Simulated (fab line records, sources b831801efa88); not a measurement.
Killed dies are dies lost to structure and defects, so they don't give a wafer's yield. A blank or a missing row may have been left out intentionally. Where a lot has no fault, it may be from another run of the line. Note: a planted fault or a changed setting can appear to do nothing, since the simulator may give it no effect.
One fault seen from 2 desks ; flow gf180mcu ; numbers are kept per desk, each desk with only its own; the story behind them comes last

METROLOGY DESK
Lot by lot, what the gauges showed, no matter which tool ran the lot: averages of those sampled wafers that carry a number. Any lot whose mean is over 4 standard deviations away from the usual mean is out of limits and marked OUT; that distance is given in the brackets.
Columns: A = CONTACT_W_RS at GF_CONTACT_RS_MEAS_25, usual 0.386 ohm/sq; B = CONTACT_W_THK at GF_CONTACT_THK_MEAS_26, usual 294 nm; C = cd nm at GF_M4_CD_MEAS_14, usual 279.8 nm
lot;first seen here;A;B;C
L326;day 16 09:52;0.385;295;279.0
L331;day 18 09:42;0.388;293;280.4
L332;day 18 17:14;0.227 (-35) OUT;502 (+55) OUT;280.8
L333;day 19 04:03;0.226 (-36) OUT;503 (+55) OUT;281.0
L335;day 19 21:12;0.387;297;280.9
L342;day 22 07:57;0.393;289;277.5
L343;day 23 00:46;0.384;296;281.1
L345;day 23 12:51;0.393;288;279.5
L346;day 23 16:50;0.387;294;281.9
L348;day 24 10:43;0.383;294;279.8
L347;day 24 11:31;0.384;296;278.6
Per this desk, out of limits: L332, L333; the first was L332, day 18 17:14 (CONTACT_W_RS at GF_CONTACT_RS_MEAS_25). L326, L331, L335, L342, L343, L345, L346, L348, L347 stayed within limits.

DESK OF THE TOOL OWNER: cvd w-01
The tool's own readings at GF_CONTACT_CVD_24 (deposits W, target thk 300 nm, time 90.339 s): means of the sampled wafers that have a number, for each lot that ran on this tool. Any lot whose mean is over 4 standard deviations away from the usual mean is out of limits and marked OUT; that distance is given in the brackets.
Columns: A = chamber pressure Torr at GF_CONTACT_CVD_24, usual 40.00 Torr; B = heater power outer w at GF_CONTACT_CVD_24, usual 491 W; C = heater power w at GF_CONTACT_CVD_24, usual 807 W; D = susceptor temp C at GF_CONTACT_CVD_24, usual 400.02 C
lot;first seen here;A;B;C;D
L331;day 18 09:35;39.97;467;740;399.88
L332;day 18 17:08;39.98;657 (+7.2) OUT;1013;454.15 (+99 or more) OUT
L333;day 19 03:56;40.02;673 (+7.9) OUT;1028;454.43 (+99 or more) OUT
L342;day 22 07:51;39.98;467;748;399.99
L345;day 23 12:44;40.01;490;773;400.28
L348;day 24 10:37;40.07;474;757;399.94
L347;day 24 11:25;39.97;480;755;400.06
This desk finds L332, L333 out of limits, L332 being first, at day 18 17:08 (heater power outer w at GF_CONTACT_CVD_24). L331, L342, L345, L348, L347 stayed within limits.

BROUGHT TOGETHER
The tool owner's desk could have raised an alarm at day 18 17:08, on L332, L333.
L332, L333 would have let the metrology desk raise an alarm at day 18 17:14.
The lots listed all ran GF_CONTACT_CVD_24 on cvd w-01.

WHAT WAS PUT IN BY THE SIMULATOR
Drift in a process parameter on cvd w-01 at GF_CONTACT_CVD_24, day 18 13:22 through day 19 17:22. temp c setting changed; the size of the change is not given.
Shown lots that were struck: L332, L333.
Hours from the fault's start to each desk's first reading out of limits: the tool owner's desk, 4; the metrology desk, 4.
